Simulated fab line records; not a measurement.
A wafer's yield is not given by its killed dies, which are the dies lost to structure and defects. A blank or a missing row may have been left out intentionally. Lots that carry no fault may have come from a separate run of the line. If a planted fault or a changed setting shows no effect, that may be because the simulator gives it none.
What tool caused it? | flow gf180mcu | 6 lots, 17 wafers sampled, at 2 steps of a route of 602

## WHAT THE GAUGES SHOWED, per wafer
GF_STI_THK_MEAS_24.
lot  | measured    | on           | STI_CVD_23_THK (nm)
L470 | day 2 11:49 | filmMetro-02 | 653 675 652
L472 | day 2 21:28 | filmMetro-02 | 647 651 647
L474 | day 3 12:35 | filmMetro-02 | 650 486 489 649 487 490
L478 | day 4 01:52 | filmMetro-02 | 644 484 644 485
L489 | day 6 10:26 | filmMetro-02 | 640 660 651
L491 | day 6 20:21 | filmMetro-02 | 644 648 651

## TOOL THAT RAN EACH LOT (tool first, then ch and the chambers of the sampled wafers, then the start)
lot  | GF_STI_CVD_23
L470 | hdpcvd-01 ch 0,1, day 2 11:43
L472 | hdpcvd-02 ch 0,2, day 2 21:23
L474 | hdpcvd-02 ch 0,1,2, day 3 12:31
L478 | hdpcvd-02 ch 1, day 4 01:47
L489 | hdpcvd-01 ch 0,1,2, day 6 10:22
L491 | hdpcvd-01 ch 0,2, day 6 20:16
- GF_STI_CVD_23: deposits SiO2, target thk 650 nm, time 108.3 s.

## THE ANSWER, worked out from the rows above alone
Rule: the lots themselves supply what counts as usual. The widest of any qualifying gaps counts: lots, ordered by their means at a reading, are off when they make up no more than a third of the lots, leave a main group of 4 or more, and stand apart from it by 3 or more times the standard deviation of that group's means. A main group whose means are all the same, to the digits that the tables above print for the reading, isn't used. Also off: a lot with no number at a reading for which 4 or more lots have one. Where the step has rows for the other lots, those lots are counted as sound.
Off: at GF_STI_THK_MEAS_24 (STI_CVD_23_THK), L474, L478. The main group: mean 652 nm, standard deviation 5.
A tool fits if, at a process step before that reading, it ran every lot that is off, and no sound lot after the first of them. The gauges at GF_STI_THK_MEAS_24 are tried like those tools. One fits: hdpcvd-02 at GF_STI_CVD_23. Its last sound lot is L472 (day 2 21:23), its first lot that is off L474 (day 3 12:31): a fault that began between those two fits.

## WHAT THE SIMULATOR HAD PUT IN
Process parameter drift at GF_STI_CVD_23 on hdpcvd-02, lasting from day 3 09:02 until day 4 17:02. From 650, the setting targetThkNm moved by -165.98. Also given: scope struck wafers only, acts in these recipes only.
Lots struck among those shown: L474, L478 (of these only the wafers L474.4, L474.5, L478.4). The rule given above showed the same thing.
